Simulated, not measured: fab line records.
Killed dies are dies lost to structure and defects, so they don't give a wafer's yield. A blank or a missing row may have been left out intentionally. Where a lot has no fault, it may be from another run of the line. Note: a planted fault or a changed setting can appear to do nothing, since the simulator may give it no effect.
Which tool did it? :: flow gf180mcu :: 18 wafers from 6 lots sampled at 4 of the route's 602 steps

== WHAT EACH GAUGE READ, for each wafer ==
GF_PASSIVATION_THK_MEAS_01.
lot: L817
measured: day 27 22:06
on: film_metro-03
PASSIVATION_CVD_00_THK (nm): 958 986 1005

lot: L821
measured: day 29 13:22
on: film_metro-03
PASSIVATION_CVD_00_THK (nm): 986 978 988

lot: L824
measured: day 30 08:35
on: film_metro-03
PASSIVATION_CVD_00_THK (nm): 992 983 982

lot: L828
measured: day 31 04:35
on: film_metro-04
PASSIVATION_CVD_00_THK (nm): 991 990 1013

lot: L830
measured: day 31 18:24
on: film_metro-03
PASSIVATION_CVD_00_THK (nm): 1003 1025 1014

lot: L835
measured: day 33 02:03
on: film_metro-03
PASSIVATION_CVD_00_THK (nm): 996 1016 1011

== TOOL THAT RAN EACH LOT (tool first, then ch and the chambers of the sampled wafers, then the start) ==
lot: L817
GF_M2_SPUTTER_03: pvd_sputter-03, day 17 18:32
GF_TOP_METAL_SPUTTER_02: pvd_sputter-02, day 27 00:08
GF_TOP_METAL_SPUTTER_03: pvd_sputter-02, day 27 00:11

lot: L821
GF_M2_SPUTTER_03: pvd_sputter-03, day 19 18:58
GF_TOP_METAL_SPUTTER_02: pvd_sputter-03, day 28 19:11
GF_TOP_METAL_SPUTTER_03: pvd_sputter-03, day 28 19:14

lot: L824
GF_M2_SPUTTER_03: pvd_sputter-02, day 20 22:37
GF_TOP_METAL_SPUTTER_02: pvd_sputter-03, day 29 14:36
GF_TOP_METAL_SPUTTER_03: pvd_sputter-03, day 29 14:38

lot: L828
GF_M2_SPUTTER_03: pvd_sputter-03, day 21 22:22
GF_TOP_METAL_SPUTTER_02: pvd_sputter-04, day 30 10:26
GF_TOP_METAL_SPUTTER_03: pvd_sputter-04, day 30 10:29

lot: L830
GF_M2_SPUTTER_03: pvd_sputter-03, day 22 20:41
GF_TOP_METAL_SPUTTER_02: pvd_sputter-02, day 30 23:54
GF_TOP_METAL_SPUTTER_03: pvd_sputter-02, day 30 23:56

lot: L835
GF_M2_SPUTTER_03: pvd_sputter-03, day 24 14:21
GF_TOP_METAL_SPUTTER_02: pvd_sputter-02, day 32 08:41
GF_TOP_METAL_SPUTTER_03: pvd_sputter-02, day 32 08:43
- GF_M2_SPUTTER_03: material Ti, target thk 10 nm, time 6.7 s.
- GF_TOP_METAL_SPUTTER_02: material AlCu, target thk 900 nm, time 47.82 s.
- GF_TOP_METAL_SPUTTER_03: material Ti, target thk 5 nm, time 3.3 s.

== THE ANSWER, worked out from the rows above alone ==
Rule: usual is defined by the lots themselves. Put in order of their means at a reading, lots are off if they are a third of the lots or fewer, leave a main group of 4 or more, and stand apart from it by a gap of 3 or more times the standard deviation of the main group's means; of several such gaps the widest counts. Not used: any main group whose means are identical at the precision the tables above print for the reading. A lot without any number at a reading at which 4 lots or more have one is off too. The other lots that the step has rows for count as sound.
No lot is off on any of the readings shown, so nothing can be concluded from this.

== WHAT THE SIMULATOR HAD INSERTED ==
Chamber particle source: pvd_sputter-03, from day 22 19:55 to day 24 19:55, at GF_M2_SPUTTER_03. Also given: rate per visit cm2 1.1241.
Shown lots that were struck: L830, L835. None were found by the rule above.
